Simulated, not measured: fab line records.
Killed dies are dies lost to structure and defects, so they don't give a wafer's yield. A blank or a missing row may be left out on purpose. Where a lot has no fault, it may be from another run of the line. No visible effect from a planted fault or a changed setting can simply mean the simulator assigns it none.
fab line records	flow sfqLine
record: lots: 5	wafers: 23
route steps=325 shown INCOMING@2 L0@7 L0V@18 M0@29 I0@48 M1@62 I1@77
startH: start of the lot's first displayed wafer, in hours after the record's first day	waitH: hours elapsed since this lot's preceding step	" as in the row above	L1.1+2: several wafers, shown together as one row	- either no value or no given start	* or withheld: withheld	< > ~ a bound
route shown NAME@n: NAME is a module with steps in the file, n the number in the route of the first one	usual: mean and standard deviation over wafers with no fault	same: alike in all rows	chamber/n: place in a boat	sites: readings site by site	_std_site: the values' standard deviation	_edge_site: mean of outer sites minus mean of inner sites	radiusMm: for every site, how far away it sits from the centre of the wafer	mask NAME#n: copy n	behind: tool/chamber where the wafer was last shaped	hold: why the lot went on hold/how many hours it stayed there/how the hold came to an end	device: the n, p or np transistor that did not switch	end of line: the tests these same wafers got at the end of their route	for a step that has no rows: nothing shown but its recipe	killed: dies lost to structure and defects at the first sort, not the wafer's yield	map: a wafer's dies, x killed, . not, _ none there
set.NAME: the setting as run; set.NAME@STEP: as run at that earlier step	model.NAME: the simulator's own value behind a step, which no gauge read
lots run with intentionally changed settings; tables by step, rows by wafer
== steps ==
step: SFQ_TRILAYER_INCOMING_OXIDATION_002
recipe: tempC: 1000	ambient: H2O	targetThkA: 5000	pH2oTorr: 720	oxTimeS: 4939
lot.wafer	tool	chamber	startH	waitH	set.oxTimeS	model.SiO2_of_TRILAYER_INCOMING_OXIDATION_002.thkNm
L075.1	-	-	-	0.1	5659	552.4
L075.2	"	-	"	"	5659	551.5
L075.3	"	-	"	"	5659	550.2
L075.5	"	-	"	"	5659	546.9
L075.6	"	-	"	"	5659	557.1
L080.1	-	-	-	0.1	4523	477.4
L080.3	"	-	"	"	4523	472.6
L080.4	"	-	"	"	4523	474.1
L080.5	"	-	"	"	4523	480.9
L080.6	"	-	"	"	4523	471.1
L082.1	-	-	-	0.1	5671	546.4
L082.2	"	-	"	"	5671	560.2
L082.4	"	-	"	"	5671	551.7
L082.5	"	-	"	"	5671	567.3
L082.6	"	-	"	"	5671	561.1
L084.1	-	-	-	0.1	5126	522
L084.2	"	-	"	"	5126	523.9
L084.4	"	-	"	"	5126	517.9
L084.5	"	-	"	"	5126	525.6
L084.6	"	-	"	"	5126	521.8
L085.2	furnace-02	0	65.12	0.1	4939	497.2
L085.3	"	0	"	"	4939	506.6
L085.4	"	0	"	"	4939	492.7
step: SFQ_TRILAYER_L0_LITHO_COAT_005
recipe: resist: KrF	spinRpm: 3000	resistThkNm: 600
lot.wafer	tool	chamber	startH	waitH	set.spinRpm	model.KrF_of_TRILAYER_L0_LITHO_COAT_005.thkNm
L075.1	lithoTrack-01	0	18.04	0.2	3000	599.2
L075.2	"	0	"	"	3176	583.6
L075.3	"	0	"	"	3176	582.6
L075.5	"	0	"	"	3000	601
L075.6	"	0	"	"	3000	601.2
L080.1	lithoTrack-03	0	43.04	0.2	2806	622.9
L080.3	"	0	"	"	3000	603.8
L080.4	"	0	"	"	2806	623.1
L080.5	"	0	"	"	2806	622.7
L080.6	"	0	"	"	3000	600.8
L082.1	lithoTrack-04	0	53.04	0.2	3000	601
L082.2	"	0	"	"	3000	600.7
L082.4	"	0	"	"	3000	600.2
L082.5	"	0	"	"	3000	599.5
L082.6	"	0	"	"	3000	599.7
L084.1	lithoTrack-03	0	63.04	0.2	3000	601.6
L084.2+6	"	0	"	"	3000	601.1
L084.4	"	0	"	"	3000	600.1
L084.5	"	0	"	"	3000	602.2
L085.2	lithoTrack-01	0	68.09	0.2	3000	601.8
L085.3	"	0	"	"	3000	602.9
L085.4	"	0	"	"	3000	600.1
step: SFQ_TRILAYER_L0_VIA_LITHO_COAT_013
recipe: resist: KrF	spinRpm: 3000	resistThkNm: 650
lot.wafer	tool	chamber	startH	waitH	set.spinRpm	model.KrF_of_TRILAYER_L0_VIA_LITHO_COAT_013.thkNm
L075.1	lithoTrack-02	0	66.67	0.2	3000	649.3
L075.2	"	0	"	"	3000	650
L075.3	"	0	"	"	2911	658.8
L075.5	"	0	"	"	2911	659
L075.6	"	0	"	"	2911	660.4
L080.1	lithoTrack-03	0	100.32	0.2	2856	664.2
L080.3	"	0	"	"	3000	647.7
L080.4	"	0	"	"	2856	664.7
L080.5	"	0	"	"	3000	648.4
L080.6	"	0	"	"	3000	647.5
L082.1	lithoTrack-02	0	106.32	0.2	3000	649.2
L082.2	"	0	"	"	3000	650.8
L082.4	"	0	"	"	2820	671.2
L082.5	"	0	"	"	2820	673
L082.6	"	0	"	"	3000	650.1
L084.1	lithoTrack-03	0	113.52	0.2	3000	649.2
L084.2	"	0	"	"	3122	638
L084.4	"	0	"	"	3000	650.5
L084.5	"	0	"	"	3122	638.8
L084.6	"	0	"	"	3000	648.4
L085.2	lithoTrack-01	0	121.48	0.2	3000	650.2
L085.3	"	0	"	"	3000	651.2
L085.4	"	0	"	"	3000	652.2
step: SFQ_TRILAYER_L0_VIA_LITHO_SOFTBAKE_017
recipe: tempC: withheld	timeS: withheld	resist: KrF
step: SFQ_TRILAYER_L0_VIA_LITHO_EXPOSE_014
recipe: maskId: L0V	na: 0.6	sourceShape: conventional	sigmaOuter: 0.65	targetCdNm: 700	doseMj: 21.3
step: SFQ_TRILAYER_L0_VIA_LITHO_DEVELOP_015
recipe: timeS: 60	resist: KrF
step: SFQ_TRILAYER_L0_VIA_BARC_OPEN_VIA_ETCH_021
recipe: maskMaterial: PR	chemistry: O2	targetDepthNm: 125	target: BARC	sourceW: 500	biasW: 80	pressureMtorr: 30	timeS: 42.74
lot.wafer	tool	chamber	startH	waitH	set.spinRpm@TRILAYER_L0_VIA_LITHO_COAT_013	model.KrF_of_TRILAYER_L0_VIA_LITHO_COAT_013.thkNm
L075.1	rieDiel-03	1	119.67	0.0	3000	572.7
L075.2	"	0	"	"	3000	573.4
L075.3	"	2	"	"	2911	581.1
L075.5	"	1	"	"	2911	581.8
L075.6	"	2	"	"	2911	582.6
L080.1	rieDiel-04	2	153.22	0.0	2856	587.6
L080.3	"	1	"	"	3000	572.1
L080.4	"	0	"	"	2856	588.9
L080.5	"	2	"	"	3000	572.4
L080.6	"	1	"	"	3000	571.4
L082.1	rieDiel-03	1	164.02	0.0	3000	571.8
L082.2	"	3	"	"	3000	572.9
L082.4	"	0	"	"	2820	594.4
L082.5	"	3	"	"	2820	595.1
L082.6	"	0	"	"	3000	573.5
L084.1	rieDiel-04	1	170.02	0.0	3000	573.8
L084.2	"	2	"	"	3122	562.1
L084.4	"	3	"	"	3000	573
L084.5	"	0	"	"	3122	562.9
L084.6	"	1	"	"	3000	572.9
L085.2	rieDiel-02	3	176.02	0.0	3000	573.1
L085.3	"	0	"	"	3000	575.1
L085.4	"	1	"	"	3000	574.8
step: SFQ_TRILAYER_M0_DEP_SPUTTER_019
recipe: material: Nb	basePressurePa: 1.33e-06	chamberPressurePa: 0.1333	substrateTempC: 20	resputterCathodeVoltageV: 400	targetThkNm: 200	powerW: 2000	timeS: 133.3
lot.wafer	tool	chamber	startH	waitH	set.timeS	model.Nb_of_TRILAYER_M0_DEP_SPUTTER_019.thkNm
L075.1	pvdSputter-04	-	120.56	0.0	133.3	199.6
L075.2	"	-	"	"	133.3	202.5
L075.3	"	-	"	"	133.3	203.4
L075.5	"	-	"	"	133.3	202.2
L075.6	"	-	"	"	133.3	199.1
L080.1	pvdSputter-04	-	154.10	0.0	133.3	199.7
L080.3	"	-	"	"	133.3	202.4
L080.4	"	-	"	"	133.3	203.6
L080.5	"	-	"	"	133.3	200.8
L080.6	"	-	"	"	133.3	201.9
L082.1	pvdSputter-06	-	164.92	0.0	133.3	202.4
L082.2	"	-	"	"	133.3	199.2
L082.4	"	-	"	"	142.4	212.6
L082.5	"	-	"	"	142.4	212.3
L082.6	"	-	"	"	142.4	213.1
L084.1	pvdSputter-04	-	170.90	0.0	113.5	166.6
L084.2	"	-	"	"	133.3	199
L084.4	"	-	"	"	113.5	170
L084.5	"	-	"	"	133.3	196.7
L084.6	"	-	"	"	133.3	197.9
L085.2	pvdSputter-04	-	176.90	0.0	133.3	201.2
L085.3	"	-	"	"	133.3	204
L085.4	"	-	"	"	133.3	203.5
step: SFQ_M0_RS_MEAS_904
recipe: thkMeasGauge: four-point-probe	reads: Nb_of_TRILAYER_M0_DEP_SPUTTER_019
usual: M0_NB_RS: 0.889/0.0076
lot.wafer	tool	chamber	startH	waitH	set.timeS@TRILAYER_M0_DEP_SPUTTER_019	M0_NB_RS[ohm/sq]
L075.1	filmMetro-04	-	120.65	0.0	133.3	0.894
L075.2	"	-	"	"	133.3	0.881
L075.3	"	-	"	"	133.3	0.877
L075.5	"	-	"	"	133.3	0.880
L075.6	"	-	"	"	133.3	0.896
L080.1	filmMetro-04	-	154.19	0.0	133.3	0.893
L080.3	"	-	"	"	133.3	0.882
L080.4	"	-	"	"	133.3	0.873
L080.5	"	-	"	"	133.3	0.888
L080.6	"	-	"	"	133.3	0.884
L082.1	filmMetro-02	-	165.01	0.0	133.3	0.880
L082.2	"	-	"	"	133.3	0.895
L082.4	"	-	"	"	142.4	0.838
L082.5	"	-	"	"	142.4	0.841
L082.6	"	-	"	"	142.4	0.835
L084.1	filmMetro-01	-	170.99	0.0	113.5	1.071
L084.2	"	-	"	"	133.3	0.896
L084.4	"	-	"	"	113.5	1.049
L084.5	"	-	"	"	133.3	0.905
L084.6	"	-	"	"	133.3	0.900
L085.2	filmMetro-01	-	177.01	0.1	133.3	0.887
L085.3	"	-	"	"	133.3	0.874
L085.4	"	-	"	"	133.3	0.875
step: SFQ_TRILAYER_M0_LITHO_PEB_024
recipe: pebTempC: 115	pebTimeS: 60	resist: KrF
lot.wafer	tool	chamber	startH	waitH	set.pebTimeS
L075.1+5	lithoTrack-01	0	173.77	1.0	55.97
L075.2+3+6	"	0	"	"	60
L080.1+6	lithoTrack-02	0	207.37	1.0	64.31
L080.3+4+5	"	0	"	"	60
L082.1+4+6	lithoTrack-04	0	215.77	1.0	60
L082.2+5	"	0	"	"	62.66
L084.1+2+4+5+6	lithoTrack-01	0	224.17	1.0	60
L085.2+3+4	lithoTrack-02	0	227.79	0.8	60
step: SFQ_TRILAYER_M0_LITHO_DEVELOP_023
recipe: timeS: 60	resist: KrF
step: SFQ_TRILAYER_M0_BARC_OPEN_METAL_ETCH_031
recipe: maskMaterial: PR	chemistry: O2	targetDepthNm: 125	target: BARC	icpW: 600	biasW: 80	pressureMtorr: 10	timeS: 41.7
lot.wafer	tool	chamber	startH	waitH	set.pebTimeS@TRILAYER_M0_LITHO_PEB_024	model.M0.cdNm
L075.1	rieMetal-01	1	174.10	0.0	55.97	512.2
L075.2	"	0	"	"	60	500.9
L075.3	"	1	"	"	60	502.3
L075.5	"	1	"	"	55.97	513.6
L075.6	"	0	"	"	60	500.5
L080.1	rieMetal-01	0	207.70	0.0	64.31	489
L080.3	"	0	"	"	60	500.1
L080.4	"	1	"	"	60	500.3
L080.5	"	0	"	"	60	499.1
L080.6	"	1	"	"	64.31	490
L082.1	rieMetal-03	0	216.10	0.0	60	501.5
L082.2	"	1	"	"	62.66	494.3
L082.4	"	0	"	"	60	499.5
L082.5	"	1	"	"	62.66	493.3
L082.6	"	0	"	"	60	500.4
L084.1	rieMetal-02	0	224.50	0.0	60	502.3
L084.2+4	"	1	"	"	60	502.1
L084.5	"	1	"	"	60	501.2
L084.6	"	0	"	"	60	502.6
L085.2	rieMetal-01	0	228.10	0.0	60	500.6
L085.3	"	0	"	"	60	499.3
L085.4	"	1	"	"	60	500.5
step: SFQ_TRILAYER_M0_ETCH_METAL_ETCH_024
recipe: target: Nb	stopOn: SiO2	maskMaterial: PR	chemistry: Cl2/Ar	targetDepthNm: 240	icpW: 600	biasW: 80	pressureMtorr: 10	timeS: 120
usual: oesProductAu: 0.897/0.0061
lot.wafer	tool	chamber	startH	waitH	set.timeS@TRILAYER_M0_DEP_SPUTTER_019	set.pebTimeS@TRILAYER_M0_LITHO_PEB_024	oesProductAu	model.M0.cdNm
L075.1	rieMetal-01	1	174.16	0.0	133.3	55.97	0.891	513.5
L075.2	"	0	"	"	133.3	60	0.893	501.6
L075.3	"	1	"	"	133.3	60	0.909	503.4
L075.5	"	1	"	"	133.3	55.97	0.897	514.1
L075.6	"	0	"	"	133.3	60	0.897	501.6
L080.1	rieMetal-01	0	207.76	0.0	133.3	64.31	0.901	492.1
L080.3	"	0	"	"	133.3	60	0.896	502.1
L080.4	"	1	"	"	133.3	60	0.904	501.8
L080.5	"	0	"	"	133.3	60	0.904	500.5
L080.6	"	1	"	"	133.3	64.31	0.897	491.7
L082.1	rieMetal-03	0	216.16	0.0	133.3	60	0.894	502.1
L082.2	"	1	"	"	133.3	62.66	0.896	494
L082.4	"	0	"	"	142.4	60	0.925	499.7
L082.5	"	1	"	"	142.4	62.66	0.927	493.2
L082.6	"	0	"	"	142.4	60	0.925	499.6
L084.1	rieMetal-02	0	224.56	0.0	113.5	60	0.814	503.2
L084.2	"	1	"	"	133.3	60	0.892	501.6
L084.4	"	1	"	"	113.5	60	0.819	500.8
L084.5	"	1	"	"	133.3	60	0.888	500
L084.6	"	0	"	"	133.3	60	0.892	505.2
L085.2	rieMetal-01	0	228.16	0.0	133.3	60	0.892	501
L085.3	"	0	"	"	133.3	60	0.898	500.1
L085.4	"	1	"	"	133.3	60	0.910	502
step: SFQ_TRILAYER_I0_VIA_LITHO_COAT_031
recipe: resist: KrF	spinRpm: 3000	resistThkNm: 650
lot.wafer	tool	chamber	startH	waitH	set.resistThkNm	model.KrF_of_TRILAYER_I0_VIA_LITHO_COAT_031.thkNm
L075.1	lithoTrack-02	0	181.56	0.2	624.5	623.4
L075.2	"	0	"	"	650	646.8
L075.3	"	0	"	"	624.5	625.7
L075.5	"	0	"	"	650	652.8
L075.6	"	0	"	"	624.5	626.6
L080.1	lithoTrack-03	0	215.46	0.2	650	646.9
L080.3+5	"	0	"	"	650	646.6
L080.4	"	0	"	"	650	644.9
L080.6	"	0	"	"	650	645
L082.1	lithoTrack-03	0	224.16	0.2	650	648.6
L082.2	"	0	"	"	624.6	622.8
L082.4	"	0	"	"	624.6	624.5
L082.5	"	0	"	"	650	650.2
L082.6	"	0	"	"	624.6	624.4
L084.1	lithoTrack-04	0	232.83	0.2	635.7	636.3
L084.2	"	0	"	"	635.7	638.2
L084.4	"	0	"	"	650	652.4
L084.5	"	0	"	"	650	651.6
L084.6	"	0	"	"	635.7	637.9
L085.2	lithoTrack-02	0	235.88	0.2	650	649.2
L085.3	"	0	"	"	650	650.1
L085.4	"	0	"	"	650	649.6
step: SFQ_TRILAYER_I0_VIA_LITHO_SOFTBAKE_035
recipe: tempC: withheld	timeS: withheld	resist: KrF
step: SFQ_TRILAYER_I0_VIA_LITHO_EXPOSE_032
recipe: maskId: I0	na: 0.6	sourceShape: conventional	sigmaOuter: 0.65	targetCdNm: 500	doseMj: 21.3
step: SFQ_TRILAYER_I0_VIA_LITHO_DEVELOP_033
recipe: timeS: 60	resist: KrF
step: SFQ_TRILAYER_I0_VIA_BARC_OPEN_VIA_ETCH_046
recipe: maskMaterial: PR	chemistry: O2	targetDepthNm: 125	target: BARC	sourceW: 500	biasW: 80	pressureMtorr: 30	timeS: 41.7
lot.wafer	tool	chamber	startH	waitH	set.resistThkNm@TRILAYER_I0_VIA_LITHO_COAT_031	model.KrF_of_TRILAYER_I0_VIA_LITHO_COAT_031.thkNm
L075.1	rieDiel-01	2	245.51	0.0	624.5	545.7
L075.2	"	0	"	"	650	568.6
L075.3	"	3	"	"	624.5	548.3
L075.5	"	1	"	"	650	576.4
L075.6	"	2	"	"	624.5	548.8
L080.1	rieDiel-04	0	288.40	0.0	650	570.3
L080.3+4	"	3,1	"	"	650	568.7
L080.5	"	2	"	"	650	569.5
L080.6	"	1	"	"	650	569
L082.1	rieDiel-01	2	298.00	0.0	650	570.4
L082.2	"	1	"	"	624.6	545.5
L082.4	"	0	"	"	624.6	546.2
L082.5	"	1	"	"	650	573
L082.6	"	2	"	"	624.6	546.8
L084.1	rieDiel-01	0	308.35	0.0	635.7	558.1
L084.2+6	"	2,1	"	"	635.7	560.9
L084.4	"	0	"	"	650	574.6
L084.5	"	2	"	"	650	574.5
L085.2	rieDiel-04	1	313.30	0.0	650	573.8
L085.3	"	3	"	"	650	572.9
L085.4	"	1	"	"	650	573.9
step: SFQ_TRILAYER_I0_VIA_ETCH_VIA_ETCH_034
recipe: target: SiO2	stopOn: Nb	maskMaterial: PR	taperDeg: 20	chemistry: CHF3	targetDepthNm: 260	sourceW: 500	biasW: 80	pressureMtorr: 30	timeS: withheld
lot.wafer	tool	chamber	startH	waitH	set.biasW	set.timeS@TRILAYER_M0_DEP_SPUTTER_019	set.resistThkNm@TRILAYER_I0_VIA_LITHO_COAT_031	model.Nb_of_TRILAYER_M0_DEP_SPUTTER_019.thkNm	model.KrF_of_TRILAYER_I0_VIA_LITHO_COAT_031.thkNm
L075.1	rieDiel-01	2	245.55	0.0	71.33	*	624.5	199.6	502.1
L075.2	"	0	"	"	71.33	*	650	202.5	524.8
L075.3	"	3	"	"	80	*	624.5	203.4	503.2
L075.5	"	1	"	"	80	*	650	202.2	531.9
L075.6	"	2	"	"	80	*	624.5	199.1	503.2
L080.1	rieDiel-04	0	288.44	0.0	80	*	650	199.7	525.8
L080.3	"	3	"	"	80	*	650	202.4	523.7
L080.4	"	1	"	"	85.86	*	650	203	523.9
L080.5	"	2	"	"	85.86	*	650	200.2	524
L080.6	"	1	"	"	85.86	*	650	201.4	523.8
L082.1	rieDiel-01	2	298.04	0.0	71.57	*	650	202.4	527.8
L082.2	"	1	"	"	80	*	624.6	199.2	500.7
L082.4	"	0	"	"	80	*	624.6	212.6	500.6
L082.5	"	1	"	"	71.57	*	650	212.3	530.1
L082.6	"	2	"	"	71.57	*	624.6	213.1	503.4
L084.1	rieDiel-01	0	308.39	0.0	86.76	*	635.7	165.9	511.1
L084.2	"	2	"	"	80	*	635.7	199	515.9
L084.4	"	0	"	"	86.76	*	650	169.3	527.7
L084.5	"	2	"	"	80	*	650	196.7	529.2
L084.6	"	1	"	"	86.76	*	635.7	197.2	514.7
L085.2	rieDiel-04	1	313.34	0.0	80	*	650	201.2	530.2
L085.3	"	3	"	"	80	*	650	204	527.6
L085.4	"	1	"	"	80	*	650	203.5	530
step: SFQ_TRILAYER_M1_LITHO_COAT_044
recipe: resist: BARC	spinRpm: 3000	resistThkNm: 62
lot.wafer	tool	chamber	startH	waitH	set.spinRpm	model.BARC_of_TRILAYER_M1_LITHO_COAT_044.thkNm
L075.1	lithoTrack-03	0	246.73	0.1	2905	62.76
L075.2	"	0	"	"	2905	62.82
L075.3	"	0	"	"	3000	61.86
L075.5	"	0	"	"	3000	61.63
L075.6	"	0	"	"	2905	62.68
L080.1	lithoTrack-04	0	289.63	0.1	3000	62.02
L080.3	"	0	"	"	3111	60.75
L080.4	"	0	"	"	3111	60.83
L080.5	"	0	"	"	3000	61.79
L080.6	"	0	"	"	3000	61.76
L082.1	lithoTrack-01	0	299.24	0.1	3000	62.12
L082.2	"	0	"	"	3000	62.32
L082.4+6	"	0	"	"	3000	62.25
L082.5	"	0	"	"	3000	62.11
L084.1	lithoTrack-03	0	309.58	0.1	2935	62.58
L084.2	"	0	"	"	3000	62.05
L084.4	"	0	"	"	2935	62.81
L084.5	"	0	"	"	2935	62.64
L084.6	"	0	"	"	3000	62.35
L085.2	lithoTrack-01	0	314.57	0.1	3000	62.07
L085.3	"	0	"	"	3000	62.25
L085.4	"	0	"	"	3000	62.19
step: SFQ_TRILAYER_M1_BARC_OPEN_METAL_ETCH_054
recipe: maskMaterial: PR	chemistry: O2	targetDepthNm: 125	target: BARC	icpW: 600	biasW: 80	pressureMtorr: 10	timeS: 41.7
lot.wafer	tool	chamber	startH	waitH	set.timeS	set.spinRpm@TRILAYER_M1_LITHO_COAT_044	model.KrF_of_TRILAYER_M1_LITHO_COAT_039.thkNm	model.etch.depthNm
L075.1	rieMetal-02	1	322.75	0.0	41.7	2905	520.8	62.76
L075.2	"	0	"	"	41.7	2905	521.1	-
L075.3	"	0	"	"	41.7	3000	520.7	-
L075.5	"	0	"	"	41.7	3000	521.8	61.63
L075.6	"	1	"	"	41.7	2905	522.9	62.68
L080.1	rieMetal-02	0	372.78	0.0	41.7	3000	523.1	62.02
L080.3	"	1	"	"	46.23	3111	518.9	60.75
L080.4	"	0	"	"	46.23	3111	519.9	60.83
L080.5	"	1	"	"	41.7	3000	525.6	61.79
L080.6	"	0	"	"	46.23	3000	517	61.76
L082.1	rieMetal-02	0	381.18	0.0	44.94	3000	519.5	62.12
L082.2	"	1	"	"	44.94	3000	518.6	-
L082.4	"	1	"	"	41.7	3000	523.4	-
L082.5	"	0	"	"	41.7	3000	522	-
L082.6	"	1	"	"	41.7	3000	521.7	-
L084.1	rieMetal-01	1	394.18	0.0	41.7	2935	521.5	-
L084.2	"	0	"	"	41.7	3000	523.5	62.05
L084.4	"	1	"	"	47.76	2935	515.8	-
L084.5	"	1	"	"	41.7	2935	520.9	62.64
L084.6	"	0	"	"	47.76	3000	515.4	62.35
L085.2	rieMetal-04	1	401.38	0.0	41.7	3000	521.3	62.07
L085.3	"	0	"	"	41.7	3000	520.8	62.25
L085.4	"	1	"	"	41.7	3000	521.9	62.19
step: SFQ_TRILAYER_I1_VIA_LITHO_COAT_054
recipe: resist: BARC	spinRpm: 3000	resistThkNm: 62
lot.wafer	tool	chamber	startH	waitH	set.resistThkNm	model.BARC_of_TRILAYER_I1_VIA_LITHO_COAT_054.thkNm
L075.1	lithoTrack-03	0	334.11	1.0	62	61.86
L075.2	"	0	"	"	62	61.91
L075.3	"	0	"	"	62	61.89
L075.5	"	0	"	"	62	61.84
L075.6	"	0	"	"	62	62
L080.1	lithoTrack-03	0	379.91	1.0	60.03	59.95
L080.3	"	0	"	"	62	61.91
L080.4	"	0	"	"	60.03	59.91
L080.5	"	0	"	"	60.03	59.93
L080.6	"	0	"	"	62	62
L082.1	lithoTrack-02	0	387.35	1.0	62	61.91
L082.2	"	0	"	"	62	62.01
L082.4	"	0	"	"	59.75	60.02
L082.5	"	0	"	"	59.75	59.62
L082.6	"	0	"	"	62	61.99
L084.1	lithoTrack-02	0	400.14	1.0	62	61.99
L084.2	"	0	"	"	62	61.87
L084.4	"	0	"	"	60.66	60.59
L084.5	"	0	"	"	60.66	60.56
L084.6	"	0	"	"	60.66	60.67
L085.2+4	lithoTrack-03	0	409.27	0.8	62	61.85
L085.3	"	0	"	"	62	61.88
== key ==
split: step: SFQ_TRILAYER_INCOMING_OXIDATION_002	setting: oxTimeS	stated: 4939	by: lot
response: step: SFQ_TRILAYER_INCOMING_OXIDATION_002	reading: model.SiO2_of_TRILAYER_INCOMING_OXIDATION_002.thkNm	change: +3.45	per: 1%	r: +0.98
split: step: SFQ_TRILAYER_L0_LITHO_COAT_005	setting: spinRpm	stated: 3000	by: wafer
response: step: SFQ_TRILAYER_L0_LITHO_COAT_005	reading: model.KrF_of_TRILAYER_L0_LITHO_COAT_005.thkNm	change: -3.08	per: 1%	r: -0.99
split: step: SFQ_TRILAYER_L0_VIA_LITHO_COAT_013	setting: spinRpm	stated: 3000	by: wafer
response: step: SFQ_TRILAYER_L0_VIA_LITHO_COAT_013	reading: model.KrF_of_TRILAYER_L0_VIA_LITHO_COAT_013.thkNm	change: -3.38	per: 1%	r: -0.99
response: step: SFQ_TRILAYER_L0_VIA_BARC_OPEN_VIA_ETCH_021	reading: model.KrF_of_TRILAYER_L0_VIA_LITHO_COAT_013.thkNm	change: -3.32	per: 1%	r: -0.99
split: step: SFQ_TRILAYER_M0_DEP_SPUTTER_019	setting: timeS	stated: 133.3	by: wafer
response: step: SFQ_TRILAYER_M0_DEP_SPUTTER_019	reading: model.Nb_of_TRILAYER_M0_DEP_SPUTTER_019.thkNm	change: +1.95	per: 1%	r: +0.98
response: step: SFQ_M0_RS_MEAS_904	reading: M0_NB_RS	change: -0.0101	per: 1%	r: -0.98
response: step: SFQ_TRILAYER_M0_ETCH_METAL_ETCH_024	reading: oesProductAu	change: +0.00488	per: 1%	r: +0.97
response: step: SFQ_TRILAYER_I0_VIA_ETCH_VIA_ETCH_034	reading: model.Nb_of_TRILAYER_M0_DEP_SPUTTER_019.thkNm	change: +1.97	per: 1%	r: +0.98
split: step: SFQ_TRILAYER_M0_LITHO_PEB_024	setting: pebTimeS	stated: 60	by: wafer
response: step: SFQ_TRILAYER_M0_BARC_OPEN_METAL_ETCH_031	reading: model.M0.cdNm	change: -1.56	per: 1%	r: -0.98
response: step: SFQ_TRILAYER_M0_ETCH_METAL_ETCH_024	reading: model.M0.cdNm	change: -1.52	per: 1%	r: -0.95
split: step: SFQ_TRILAYER_I0_VIA_LITHO_COAT_031	setting: resistThkNm	stated: 650	by: wafer
response: step: SFQ_TRILAYER_I0_VIA_LITHO_COAT_031	reading: model.KrF_of_TRILAYER_I0_VIA_LITHO_COAT_031.thkNm	change: +6.42	per: 1%	r: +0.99
response: step: SFQ_TRILAYER_I0_VIA_BARC_OPEN_VIA_ETCH_046	reading: model.KrF_of_TRILAYER_I0_VIA_LITHO_COAT_031.thkNm	change: +6.46	per: 1%	r: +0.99
response: step: SFQ_TRILAYER_I0_VIA_ETCH_VIA_ETCH_034	reading: model.KrF_of_TRILAYER_I0_VIA_LITHO_COAT_031.thkNm	change: +6.74	per: 1%	r: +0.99
split: step: SFQ_TRILAYER_I0_VIA_ETCH_VIA_ETCH_034	setting: biasW	stated: 80	by: wafer
response none clear
split: step: SFQ_TRILAYER_M1_LITHO_COAT_044	setting: spinRpm	stated: 3000	by: wafer
response: step: SFQ_TRILAYER_M1_LITHO_COAT_044	reading: model.BARC_of_TRILAYER_M1_LITHO_COAT_044.thkNm	change: -0.287	per: 1%	r: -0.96
response: step: SFQ_TRILAYER_M1_BARC_OPEN_METAL_ETCH_054	reading: model.etch.depthNm	change: -0.292	per: 1%	r: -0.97
split: step: SFQ_TRILAYER_M1_BARC_OPEN_METAL_ETCH_054	setting: timeS	stated: 41.7	by: wafer
response: step: SFQ_TRILAYER_M1_BARC_OPEN_METAL_ETCH_054	reading: model.KrF_of_TRILAYER_M1_LITHO_COAT_039.thkNm	change: -0.461	per: 1%	r: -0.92
split: step: SFQ_TRILAYER_I1_VIA_LITHO_COAT_054	setting: resistThkNm	stated: 62	by: wafer
response: step: SFQ_TRILAYER_I1_VIA_LITHO_COAT_054	reading: model.BARC_of_TRILAYER_I1_VIA_LITHO_COAT_054.thkNm	change: +0.612	per: 1%	r: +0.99
